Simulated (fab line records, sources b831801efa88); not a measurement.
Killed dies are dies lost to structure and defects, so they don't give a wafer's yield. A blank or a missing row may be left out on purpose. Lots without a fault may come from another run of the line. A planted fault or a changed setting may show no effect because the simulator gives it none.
fab line records | flow gf180mcu
record lots=15 wafers=45 last_day=34
route steps=602 shown STI@1 LVPWELL@64
lots that met no fault: from a run of the same line without faults
start_h: hours from the record's first day to the start of the lot's first wafer shown | wait_h: hours since the lot's step before | " the same as in the row above | L1.1+2: a row that stands for several wafers | - no value, or no start given | * or withheld: withheld | < > ~ a bound
route shown NAME@n: a module of which the file shows steps, and the number in the route of the first | usual: mean/standard deviation of fault-free wafers | same: alike in all rows | chamber/n: place in a boat | sites: the reading at each site | _std_site: their standard deviation | _edge_site: outer sites' mean less inner sites' | radius_mm: how far each site lies from the wafer's centre | mask NAME#n: copy n | behind: the tool/chamber that last shaped the wafer | hold: why the lot was held/for how many hours/how that ended | device: the transistor (n, p or np) that didn't switch | end of line: the same wafers' tests at the end of the route | a step without rows: its recipe alone | killed: dies lost to structure and defects at the first sort, not the wafer's yield | map: a wafer's dies, x killed, . not, _ none there
set.NAME: the setting as run; set.NAME@STEP: as run at that earlier step | model.NAME: the simulator's own value behind a step, which no gauge read
steps of the route over a sample of lots; a table a step, a row a wafer
services: from which hour (start_h, from the record's first day; less than 0 if before it) a tool's chamber was out of use, for how many hours, and why
## steps
# step GF_STI_BOW_MEAS_00
# recipe mode=bow
# usual INCOMING_BOW=0/7
# columns lot.wafer tool chamber start_h wait_h INCOMING_BOW[um]
L594.1 film_metro-02 - 10.00 - 4
L594.4 " - " " -4
L594.5 " - " " -2
L595.3 film_metro-02 - 15.04 - 0
L595.5 " - " " -2
L595.6 " - " " -3
L598.1 film_metro-01 - 30.00 - -5
L598.2 " - " " -8
L598.4 " - " " -12
L602.1 film_metro-03 - 50.00 - 6
L602.4 " - " " 0
L602.5 " - " " 5
L604.1 film_metro-01 - 60.00 - 6
L604.4 " - " " -7
L604.6 " - " " -6
L605.2 film_metro-01 - 65.02 - 2
L605.3 " - " " 6
L605.4 " - " " -3
L606.4 film_metro-02 - 70.06 - -2
L606.5 " - " " 3
L606.6 " - " " -11
L609.3 film_metro-01 - 85.04 - -5
L609.5 " - " " 8
L609.6 " - " " -7
L610.2 film_metro-02 - 90.02 - -4
L610.4 " - " " 9
L610.5 " - " " 6
L612.2 film_metro-03 - 100.02 - 2
L612.4 " - " " 12
L612.5 " - " " 2
L613.1 film_metro-01 - 105.00 - -1
L613.2 " - " " 9
L613.5 " - " " 2
L614.1 film_metro-02 - 110.00 - -3
L614.4 " - " " 3
L614.5 " - " " 10
L615.1 film_metro-03 - 115.00 - 11
L615.3 " - " " -2
L615.6 " - " " -9
L616.1 film_metro-02 - 120.00 - -1
L616.5 " - " " 2
L616.6 " - " " -4
L617.2 film_metro-03 - 125.02 - 7
L617.4 " - " " -2
L617.6 " - " " 14
# step GF_STI_OXIDATION_01
# recipe temp_c=900 ambient=O2 stabilise_s=600 purge_s=300 target_thk_a=100 ox_time_s=1418
# usual ox_temp_c=900.0/0.44 ox_temp_c_max=905.3/1.1 spike_tc_bottom_C=914.0/1.2 spike_tc_lower_C=900.7/1.2
# columns lot.wafer tool chamber start_h wait_h ox_temp_c ox_temp_c_max spike_tc_bottom_C spike_tc_lower_C
L594.1 furnace-01 0 10.54 0.5 899.2 904.9 913.0 900.7
L594.4 " 0 " " 899.2 904.9 912.0 902.7
L594.5 " 0 " " 899.9 903.6 914.9 903.1
L595.3 furnace-02 0 15.55 0.5 900.3 905.5 914.8 899.6
L595.5 " 0 " " 900.1 905.3 912.0 899.7
L595.6 " 0 " " 900.1 905.6 915.5 901.5
L598.1 furnace-02 0 30.12 0.1 900.2 905.8 914.3 900.6
L598.2 " 0 " " 900.0 906.3 916.2 901.2
L598.4 " 0 " " 900.3 906.9 916.2 899.7
L602.1 furnace-02 0 50.63 0.6 899.6 906.3 916.3 900.1
L602.4 " 0 " " 900.3 904.9 915.9 899.4
L602.5 " 0 " " 900.3 905.6 915.6 899.4
L604.1 furnace-02 - 60.12 0.1 - - - -
L604.4 " - " " - - - -
L604.6 " - " " - - - -
L605.2 furnace-02 - 65.30 0.3 - - - -
L605.3 " - " " - - - -
L605.4 " - " " - - - -
L606.4 furnace-01 - 70.12 0.0 - - - -
L606.5 " - " " - - - -
L606.6 " - " " - - - -
L609.3 furnace-02 0 86.14 1.1 900.2 906.9 914.5 900.0
L609.5 " 0 " " 900.6 905.5 913.7 899.2
L609.6 " 0 " " 899.6 905.4 915.0 898.9
L610.2 furnace-01 0 90.12 0.1 900.6 904.7 912.1 901.8
L610.4 " 0 " " 899.3 903.2 914.0 899.6
L610.5 " 0 " " 899.9 904.7 912.7 901.1
L612.2 furnace-02 0 100.12 0.1 900.2 904.9 916.0 900.5
L612.4 " 0 " " 900.2 906.4 913.5 901.6
L612.5 " 0 " " 900.4 906.3 913.7 899.4
L613.1 furnace-02 0 105.21 0.2 899.8 905.9 912.2 899.2
L613.2 " 0 " " 899.2 904.3 915.3 899.9
L613.5 " 0 " " 899.8 905.3 914.8 900.7
L614.1 furnace-02 0 110.12 0.1 900.5 907.2 914.7 899.2
L614.4 " 0 " " 899.7 904.4 914.1 901.7
L614.5 " 0 " " 899.9 906.3 914.3 900.3
L615.1 furnace-02 0 115.12 0.1 900.0 907.6 914.2 900.9
L615.3 " 0 " " 899.5 904.9 914.6 899.3
L615.6 " 0 " " 899.7 905.8 914.4 899.9
L616.1 furnace-01 0 120.12 0.1 899.2 902.7 912.7 903.1
L616.5 " 0 " " 899.2 903.5 913.6 902.3
L616.6 " 0 " " 899.5 904.6 913.0 899.9
L617.2 furnace-02 0 125.12 0.1 899.7 904.3 915.5 900.9
L617.4 " 0 " " 899.4 904.5 914.3 902.1
L617.6 " 0 " " 899.9 905.7 912.6 899.6
# step GF_STI_THK_MEAS_24
# recipe reads=SiO2_of_STI_CVD_23
# usual STI_CVD_23_THK=653/8.3
# columns lot.wafer tool chamber start_h wait_h STI_CVD_23_THK[nm]
L594.1 film_metro-02 - 27.34 0.0 655
L594.4 " - " " 652
L594.5 " - " " 655
L595.3 film_metro-01 - 32.52 0.1 655
L595.5 " - " " 641
L595.6 " - " " 640
L598.1 film_metro-03 - 51.26 0.1 643
L598.2 " - " " 644
L598.4 " - " " 644
L602.1 film_metro-02 - 68.94 0.0 652
L602.4 " - " " 659
L602.5 " - " " 651
L604.1 film_metro-03 - 78.32 0.0 665
L604.4 " - " " 669
L604.6 " - " " 658
L605.2 film_metro-01 - 83.79 0.1 646
L605.3 " - " " 643
L605.4 " - " " 642
L606.4 film_metro-03 - 89.37 0.0 651
L606.5 " - " " 656
L606.6 " - " " 650
L609.3 film_metro-03 - 107.30 0.1 653
L609.5 " - " " 643
L609.6 " - " " 641
L610.2 film_metro-03 - 111.22 0.0 640
L610.4 " - " " 639
L610.5 " - " " 639
L612.2 film_metro-03 - 120.25 0.0 641
L612.4 " - " " 649
L612.5 " - " " 655
L613.1 film_metro-02 - 126.09 0.0 643
L613.2 " - " " 664
L613.5 " - " " 650
L614.1 film_metro-01 - 131.00 0.0 658
L614.4 " - " " 669
L614.5 " - " " 659
L615.1 film_metro-01 - 135.29 0.0 653
L615.3 " - " " 658
L615.6 " - " " 660
L616.1 film_metro-01 - 140.43 0.0 651
L616.5 " - " " 664
L616.6 " - " " 639
L617.2 film_metro-03 - 146.21 0.0 656
L617.4 " - " " 669
L617.6 " - " " 650
# step GF_LVPWELL_STRIP_10
# recipe chemistry=O2/N2 power_w=1400 pressure_mtorr=1500 platen_temp_c=250 o2_flow_sccm=3000 n2_flow_sccm=300 overash_fraction=0.5
# usual drypump_motor_current_A=5.8/0.33 heater_power_w=295/28 oes_product_au=0.723/0.0043 strip_time_to_endpoint_s=37.03/0.13
# columns lot.wafer tool chamber start_h wait_h drypump_motor_current_A heater_power_w oes_product_au rf_hours_counter_h strip_time_to_endpoint_s
L594.1 plasma_asher-02 1 69.71 0.1 5.5 313 0.727 42 37.07
L594.4 " 1 " " 5.5 314 0.725 - 37.10
L594.5 " 0 " " 6.1 275 0.726 - 37.10
L595.3 plasma_asher-04 0 73.87 0.1 5.7 332 0.720 - 37.11
L595.5 " 0 " " 5.7 323 0.728 - 37.07
L595.6 " 1 " " 5.1 253 0.719 - 37.05
L598.1 plasma_asher-03 1 95.39 0.1 6.0 279 0.718 43 37.16
L598.2 " 0 " " 5.9 317 0.722 43 37.11
L598.4 " 0 " " 5.9 305 0.721 - 37.20
L602.1 plasma_asher-02 0 112.19 0.1 6.1 274 0.723 47 37.06
L602.4 " 1 " " 5.5 309 0.726 - 37.07
L602.5 " 1 " " 5.5 317 0.714 - 36.99
L609.3 plasma_asher-03 1 156.43 0.1 6.0 285 0.721 - 37.00
L609.5 " 0 " " 6.0 320 0.721 - 36.95
L609.6 " 1 " " 6.0 280 0.721 - 37.00
L610.2 plasma_asher-03 0 161.94 0.1 5.9 312 0.725 50 36.74
L610.4 " 0 " " 5.9 311 0.719 - 36.78
L610.5 " 1 " " 6.0 277 0.729 - 36.75
L612.2 plasma_asher-04 0 170.59 0.1 5.7 347 0.728 5 36.96
L612.4 " 1 " " 5.1 252 0.726 - 36.96
L612.5 " 0 " " 5.7 339 0.715 - 37.02
L613.1 plasma_asher-02 1 177.79 0.1 5.5 314 0.715 53 36.75
L613.2 " 0 " " 6.1 266 0.721 53 36.91
L613.5 " 0 " " 6.1 272 0.729 - 36.82
L614.1 plasma_asher-03 1 182.19 0.1 6.0 273 0.720 51 37.16
L614.4 " 1 " " 6.0 272 0.723 - 37.11
L614.5 " 1 " " 6.0 272 0.719 - 37.03
L615.1 plasma_asher-03 1 186.59 0.1 6.0 278 0.722 51 37.24
L615.3 " 0 " " 5.9 317 0.723 - 37.24
L615.6 " 1 " " 6.0 282 0.721 - 37.23
L616.1 plasma_asher-04 0 192.04 0.1 5.7 347 0.732 8 36.91
L616.5 " 0 " " 5.7 349 0.716 - 37.03
L616.6 " 1 " " 5.1 250 0.720 - 36.98
L617.2 plasma_asher-03 0 199.24 0.1 5.9 311 0.728 53 37.23
L617.4 " 0 " " 5.9 310 0.723 - 37.34
L617.6 " 0 " " 6.0 315 0.725 - 37.29
## services
# columns tool chamber start_h hours kind
furnace-01 - 3.63 3.3 pm
furnace-02 - 81.42 3.2 pm
furnace-01 - 84.84 1.8 repair
plasma_asher-04 - 97.65 2.1 repair
furnace-01 - 98.15 3.6 pm
plasma_asher-04 - 108.75 9.0 pm
plasma_asher-04 0 108.75 9.0 vent_cycle
plasma_asher-04 1 108.75 9.0 vent_cycle
plasma_asher-04 0 117.75 - clean
plasma_asher-04 1 117.75 - clean
plasma_asher-04 - 118.84 0.4 repair
plasma_asher-02 - 122.64 5.1 repair
plasma_asher-03 - 167.27 14.6 pm
furnace-01 - 171.56 3.3 pm
plasma_asher-02 - 174.17 0.6 repair
furnace-02 - 197.31 3.3 pm
## key
first_sign step=GF_STI_OXIDATION_01 reading=tool_record direction=missing
effect none on later readings
met_at GF_STI_OXIDATION_01
struck_lots L604,L605,L606
later_rows_left_out L604.1,L604.4,L604.6,L605.2,L605.3,L605.4,L606.4,L606.5,L606.6
sort_left_out L604.1,L604.4,L604.6,L605.2,L605.3,L605.4,L606.4,L606.5,L606.6
tester_left_out L604,L605,L606
not_acting_at GF_STI_BOW_MEAS_00,GF_STI_THK_MEAS_24,GF_LVPWELL_STRIP_10
onset_between 50.63 60.12
fault kind=skipped_step_whole tool=furnace-01,furnace-02 chamber=- onset_h=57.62 steps=GF_STI_OXIDATION_01 scope=struck_lots_only
# tester_left_out: of these lots the tester's yield and bins aren't shown, on N5 and GAA mostly nor the transistor test; their killed dies are dies lost to structure and defects alone, not to doping, threshold or leakage, so they don't give the yield
# sort_left_out: the simulated sort isn't trusted on such a fault, so these wafers' sort isn't shown, and their yield isn't known
# later_rows_left_out: the simulator's readings of these wafers behind a module that went badly wrong aren't trusted and aren't shown, but for the sort
